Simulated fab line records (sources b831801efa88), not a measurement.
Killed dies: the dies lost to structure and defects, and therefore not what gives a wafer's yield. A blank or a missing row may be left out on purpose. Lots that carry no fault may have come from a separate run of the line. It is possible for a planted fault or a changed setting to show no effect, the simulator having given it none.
Which of the tools did it? + flow sky130 + 12 lots (36 wafers sampled), 1 step of a 708-step route

## WHAT EACH GAUGE READ, for each wafer
SKY_LDD_HVP_TW_MEAS_10.
| lot  | measured     | on            | LDD_HVP_TW        |
|------|--------------|---------------|-------------------|
| L075 | day 22 06:26 | film_metro-03 | 457.4 458.9 457.1 |
| L077 | day 22 22:43 | film_metro-01 | 458.2 460.0 459.1 |
| L079 | day 23 11:55 | film_metro-01 | 457.0 459.6 459.8 |
| L081 | day 24 05:16 | film_metro-04 | 460.1 455.8 459.1 |
| L083 | day 25 00:55 | film_metro-01 | 457.5 458.8 458.4 |
| L085 | day 25 17:16 | film_metro-04 | 459.7 460.4 460.6 |
| L087 | day 26 10:10 | film_metro-04 | 455.5 454.8 455.4 |
| L089 | day 27 04:42 | film_metro-01 | 456.3 454.4 455.4 |
| L091 | day 27 23:08 | film_metro-03 | 456.4 452.6 453.9 |
| L093 | day 28 11:01 | film_metro-03 | 455.7 455.8 453.8 |
| L095 | day 29 01:31 | film_metro-04 | 465.6 464.1 464.7 |
| L097 | day 29 10:07 | film_metro-03 | 456.4 458.5 457.2 |

## EACH LOT AND THE TOOL THAT RAN IT (in order: tool; ch and the chambers of the sampled wafers; start)
Record: no process step prior to these readings.

## THE ANSWER, worked out from the rows above alone
Rule: usual is defined by the lots themselves. The widest of any qualifying gaps counts: lots, ordered by their means at a reading, are off when they make up no more than a third of the lots, leave a main group of 4 or more, and stand apart from it by 3 or more times the standard deviation of that group's means. The tables above print the reading to a certain number of digits; a main group whose means all agree to those digits is not used. A lot without any number at a reading at which 4 lots or more have one is off too. All remaining lots with rows at the step are treated as sound.
No lot is off at any reading shown: from this, nothing can be told.

## WHAT WAS PUT IN BY THE SIMULATOR
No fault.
